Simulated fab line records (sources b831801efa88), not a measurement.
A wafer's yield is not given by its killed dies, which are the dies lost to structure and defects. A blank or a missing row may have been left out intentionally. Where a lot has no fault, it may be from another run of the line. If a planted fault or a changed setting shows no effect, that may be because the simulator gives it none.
Comparing a struck lot with a sound one    flow gf180mcu    21 out of 602 route steps
Sound: wafers L777.1, L777.2, L777.5. Struck: wafer L788.3 (left out: L788.6, a lot-mate that was not struck); the cause follows at the end.
Per side, at each step with rows, come the tool, then ch with its chambers, and then its first start. Under that, the readings that differ: sound wafers    struck wafers    difference of the means    sigmas: that difference in standard deviations of wafers without a fault.
alike: readings whose means differ by less than 2 such deviations, and words and numbers that are the same on both sides. not compared: withheld readings, readings that some wafer has no value for, bounds like >300 that may hide the same value, and numbers for which the record gives no deviation and whose values overlap.
The two part at a step that has a row with sigmas, a row that says differs or no value, or rows on one side only. Numbers that have no deviation but don't overlap get no sigmas and don't part them. A reading that every wafer of one side lacks parts them only if that side has two wafers or more.

first, 2 steps without rows for these wafers: GF_M4_CLEAN_19 (cleans in DIW); GF_V4_CVD_00 (deposits SiO2, target thk 600 nm, time 100 s).
GF_V4_THK_MEAS_01:
  sound on film_metro-04 at day 23 18:04; struck on film_metro-01 at day 27 12:29
  alike: V4_CVD_00_THK
GF_V4_CVD_02: deposits SiO2 from TEOS, target thk 850 nm, time 94.851 s.
  sound on pecvd-03 ch 0,2, day 23 18:08; struck on pecvd-04 ch 2, day 27 12:31
  alike: heater_power_w
GF_V4_THK_MEAS_03:
  sound on film_metro-01 at day 23 18:12; struck on film_metro-04 at day 27 12:37
  alike: V4_CVD_02_THK
GF_V4_CMP_04: polishes SiO2.
  sound on cmp-02 ch 1,3, day 23 18:16; struck on cmp-01 ch 2, day 27 12:48
  alike: motor_current_A, platen_rpm, time_to_endpoint_s
GF_V4_BOW_MEAS_05:
  sound on film_metro-03 at day 23 18:34; struck on film_metro-04 at day 27 12:59
  alike: V4_BOW
then, 5 steps without rows for these wafers: GF_V4_DEHYDRATE_06 (time 60 s); GF_V4_HMDS_07 (prime time 60 s); GF_V4_COAT_08; GF_V4_COAT_09 (resist thk 1000 nm); GF_V4_SOFTBAKE_10 (time 60 s).
GF_V4_EXPOSE_11: exposes mask Via4, target cd 260 nm.
  sound on krf_scanner-01 ch 0, day 24 05:59; struck on krf_scanner-02 ch 0, day 28 03:11
  alike: mask
then, 2 steps without rows for these wafers: GF_V4_PEB_12 (peb time 90 s); GF_V4_DEVELOP_13 (develop time 60 s).
GF_V4_CD_MEAS_14: target cd 260 nm.
  sound on cd_sem-02 at day 24 16:46; struck on cd_sem-01 at day 28 15:26
reading     sound              struck  difference  sigmas
cd_nm (nm)  258.1 258.7 258.3  265.6   +7.2        +5
  not compared: hold
GF_V4_OVL_MEAS_15:
  sound on overlay-01 at day 24 16:53; struck on overlay-01 at day 28 15:32
reading      sound   struck  difference  sigmas
V4_OVL (nm)  6 -5 9  -7      -10         -2
  not compared: hold
GF_V4_ETCH_16: etches BARC in N2/H2.
  sound on rie_diel-04 ch 0,2,3, day 24 16:55; struck on rie_diel-04 ch 3, day 28 15:34
reading                 sound                 struck  difference  sigmas
oes_product_au (a.u.)   0.856 0.858 0.859     0.842   -0.016      -3
throttle_valve_pct (%)  13.225 13.225 13.219  13.242  +0.019      +2
model.V4.cd_nm (nm)     258.2 259.8 257.9     265.6   +7.0        
  alike: bias_w, drypump_motor_current_A
GF_V4_ETCH_17: etches SiO2 in C4F8/O2/Ar, stops on TiN, target depth 630 nm.
  sound on rie_diel-04 ch 0,2,3; struck on rie_diel-04 ch 3
reading              sound              struck  difference  sigmas
model.V4.cd_nm (nm)  258.5 259.7 258.2  266.3   +7.5        
  alike: bias_w, oes_product_au
GF_V4_STRIP_18: strips in O2/N2.
  sound on plasma_asher-01 ch 0,1, day 24 17:03; struck on plasma_asher-03 ch 1, day 28 15:53
reading                      sound        struck  difference  sigmas
drypump_motor_current_A (A)  5.4 5.8 5.4  6.4     +0.9        +3
  alike: heater_power_w, o2_flow_sccm, oes_product_au
  not compared: rf_hours_counter_h
then, 1 step without rows for these wafers: GF_PASSIVATION_PROBE_99.

WHERE THEY PART
At GF_V4_CD_MEAS_14 first; at GF_V4_STRIP_18 last (within this record only).

WHY: what the simulator had put in
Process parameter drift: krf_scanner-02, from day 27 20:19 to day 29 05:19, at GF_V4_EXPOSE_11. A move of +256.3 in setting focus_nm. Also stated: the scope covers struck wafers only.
